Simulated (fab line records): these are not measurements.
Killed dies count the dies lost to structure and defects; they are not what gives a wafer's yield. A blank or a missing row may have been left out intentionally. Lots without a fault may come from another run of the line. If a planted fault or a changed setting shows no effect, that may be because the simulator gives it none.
One fault through the eyes of 2 desks :: flow sky130 :: each desk holds nothing but its own numbers, with what lay behind them at the end

THE METROLOGY DESK
Means of the sampled wafers that have a number, per lot and without regard to the tool the lot ran on: this is what the gauges read. If a lot's mean is further than 4 standard deviations from the usual mean, the lot is out of limits and carries the mark OUT (the distance appears in the brackets).
Columns: A = VIA1_HDPCVD_THK at SKY_VIA1_THK_MEAS_01, usual 1020 nm
lot: L730
first seen here: day 33 16:56
A: 1032

lot: L731
first seen here: day 33 21:32
A: 1025

lot: L732
first seen here: day 34 13:34
A: 1015

lot: L733
first seen here: day 34 16:19
A: 1030

lot: L735
first seen here: day 35 00:35
A: 1043

lot: L737
first seen here: day 35 14:14
A: 1031

lot: L740
first seen here: day 36 11:50
A: 1008

lot: L741
first seen here: day 36 18:11
A: 1028

lot: L744
first seen here: day 38 08:17
A: 1007

lot: L746
first seen here: day 38 20:20
A: 1004

lot: L748
first seen here: day 39 01:45
A: 1016

lot: L751
first seen here: day 39 23:17
A: 1022
Finding of this desk: none of the 12 lots has anything out of limits.

FOR THE TOOL OWNER'S DESK: litho track-04
The tool's own readings at SKY_VIA1_SOFTBAKE_08 (time 90 s): means of the sampled wafers that have a number, for each lot that ran on this tool. If a lot's mean is further than 4 standard deviations from the usual mean, the lot is out of limits and carries the mark OUT (the distance appears in the brackets).
Columns: A = heater power total W at SKY_VIA1_SOFTBAKE_08, usual 57.35 W; B = run length s at SKY_VIA1_SOFTBAKE_08, usual 119.20 s
lot: L731
first seen here: day 34 10:00
A: 57.28
B: 119.27

lot: L732
first seen here: day 35 02:00
A: 57.28
B: 119.43

lot: L735
first seen here: day 35 13:00
A: 57.41
B: 119.38

lot: L740
first seen here: day 37 01:00
A: 57.34
B: 119.47

lot: L744
first seen here: day 38 20:00
A: 59.38 (+18) OUT
B: 110.32 (-52) OUT

lot: L746
first seen here: day 39 09:00
A: 60.27 (+27) OUT
B: 105.88 (-78) OUT
This desk's finding: out of limits on L744, L746; first on L744, day 38 20:00 (heater power total W at SKY_VIA1_SOFTBAKE_08). In limits: L731, L732, L735, L740.

TAKEN TOGETHER
At day 38 20:00, on L744, L746, the tool owner's desk was in a position to raise an alarm.
The metrology desk saw nothing out of limits.
The metrology desk holds a record of L744, L746, inside its limits.
Of the lots named, all ran SKY_VIA1_SOFTBAKE_08 on litho track-04.

WHAT HAD BEEN PUT IN BY THE SIMULATOR
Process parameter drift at SKY_VIA1_SOFTBAKE_08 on litho track-04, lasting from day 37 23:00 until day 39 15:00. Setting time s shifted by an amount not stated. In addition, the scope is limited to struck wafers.
Lots struck among those shown: L744, L746.
Delay in hours, fault start to first out-of-limits reading, by desk: the tool owner's desk at 21.
